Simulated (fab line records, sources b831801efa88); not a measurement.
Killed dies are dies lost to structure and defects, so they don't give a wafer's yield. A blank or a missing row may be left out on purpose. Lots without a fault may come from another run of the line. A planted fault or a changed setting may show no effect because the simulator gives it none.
Which tool did it? | flow sky130 | 12 lots, 36 wafers sampled, at 2 steps of a route of 708

WHAT THE GAUGES READ, wafer by wafer
SKY_PASSIVATION_THK_MEAS_01.
lot  | measured     | on            | PASSIVATION_CVD_00_THK (nm)
L986 | day 45 13:07 | film_metro-02 | 89.9 89.6 91.2
L985 | day 45 17:56 | film_metro-04 | 88.1 91.0 90.0
L989 | day 46 08:34 | film_metro-04 | 90.5 89.8 90.9
L991 | day 46 14:30 | film_metro-02 | 89.5 87.9 89.2
L990 | day 46 16:48 | film_metro-04 | 88.5 89.8 89.0
L992 | day 47 04:59 | film_metro-02 | 90.0 90.4 91.6
L997 | day 48 04:56 | film_metro-01 | 88.9 91.1 91.1
L996 | day 48 06:19 | film_metro-02 | 88.2 88.3 90.2
L998 | day 48 10:32 | film_metro-02 | 89.4 90.0 91.4
L999 | day 48 19:22 | film_metro-02 | 90.3 89.0 92.0
L102 | day 49 02:31 | film_metro-04 | 89.3 90.5 89.6
L107 | day 50 09:10 | film_metro-01 | 88.5 89.6 88.4

WHICH TOOL RAN EACH LOT (tool, then ch and the chambers of the sampled wafers, then the start)
lot  | SKY_POLY_CUT_STRIP_12
L986 | plasma_asher-02 ch 0,1, day 25 22:43
L985 | plasma_asher-02 ch 1, day 26 03:09
L989 | plasma_asher-02 ch 0,1, day 27 01:41
L991 | plasma_asher-02 ch 0,1, day 27 06:43
L990 | plasma_asher-01 ch 0,1, day 27 08:33
L992 | plasma_asher-01 ch 0,1, day 28 04:55
L997 | plasma_asher-01 ch 0,1, day 29 12:08
L996 | plasma_asher-01 ch 0,1, day 29 15:25
L998 | plasma_asher-03 ch 0,1, day 29 17:03
L999 | plasma_asher-03 ch 0,1, day 30 09:10
L102 | plasma_asher-03 ch 0,1, day 30 20:43
L107 | plasma_asher-03 ch 0,1, day 32 18:10
- SKY_POLY_CUT_STRIP_12: strips in O2/N2.

WHAT THE TOOLS THEMSELVES READ (means of the sampled wafers that have a number; where no wafer has one, the mark that the record gives instead)
SKY_POLY_CUT_STRIP_12.
lot  | tool            | chamber_pressure_mTorr (mTorr) | drypump_motor_current_A (A) | oes_product_au (a.u.) | strip_time_to_endpoint_s (s)
L986 | plasma_asher-02 | 1501.1                         | 5.2                         | 0.452                 | 5.348
L985 | plasma_asher-02 | 1500.1                         | 5.2                         | 0.452                 | 5.324
L989 | plasma_asher-02 | 1499.0                         | 5.2                         | 0.450                 | 5.359
L991 | plasma_asher-02 | 1500.0                         | 5.2                         | 0.453                 | 5.363
L990 | plasma_asher-01 | 1499.4                         | 6.0                         | 0.453                 | 5.360
L992 | plasma_asher-01 | 1500.6                         | 5.6                         | 0.449                 | 5.370
L997 | plasma_asher-01 | 1498.2                         | 5.6                         | 0.449                 | 5.339
L996 | plasma_asher-01 | 1500.8                         | 6.0                         | 0.455                 | 5.346
L998 | plasma_asher-03 | 1500.3                         | 6.1                         | 0.453                 | 5.362
L999 | plasma_asher-03 | 1501.5                         | 6.1                         | 0.452                 | 5.369
L102 | plasma_asher-03 | 1499.8                         | 6.1                         | 0.452                 | 5.369
L107 | plasma_asher-03 | 1499.5                         | 6.1                         | 0.454                 | 5.372

THE ANSWER, worked out from the rows above alone
Rule: what is usual is taken from the lots themselves. Put in order of their means at a reading, lots are off if they are a third of the lots or fewer, leave a main group of 4 or more, and stand apart from it by a gap of 3 or more times the standard deviation of the main group's means; of several such gaps the widest counts. A main group whose means are all the same, to the digits that the tables above print for the reading, isn't used. A lot without any number at a reading at which 4 lots or more have one is off too. The other lots that the step has rows for count as sound. The gauges are gone through in route order, then the tools' own readings, and for those a lot's mean is taken as printed above. The first step at which some lot is off is used, and at that step the reading that is off furthest; a lot without a number counts as furthest.
No lot is off at any reading shown: from this, nothing can be told.

WHAT THE SIMULATOR HAD PUT IN
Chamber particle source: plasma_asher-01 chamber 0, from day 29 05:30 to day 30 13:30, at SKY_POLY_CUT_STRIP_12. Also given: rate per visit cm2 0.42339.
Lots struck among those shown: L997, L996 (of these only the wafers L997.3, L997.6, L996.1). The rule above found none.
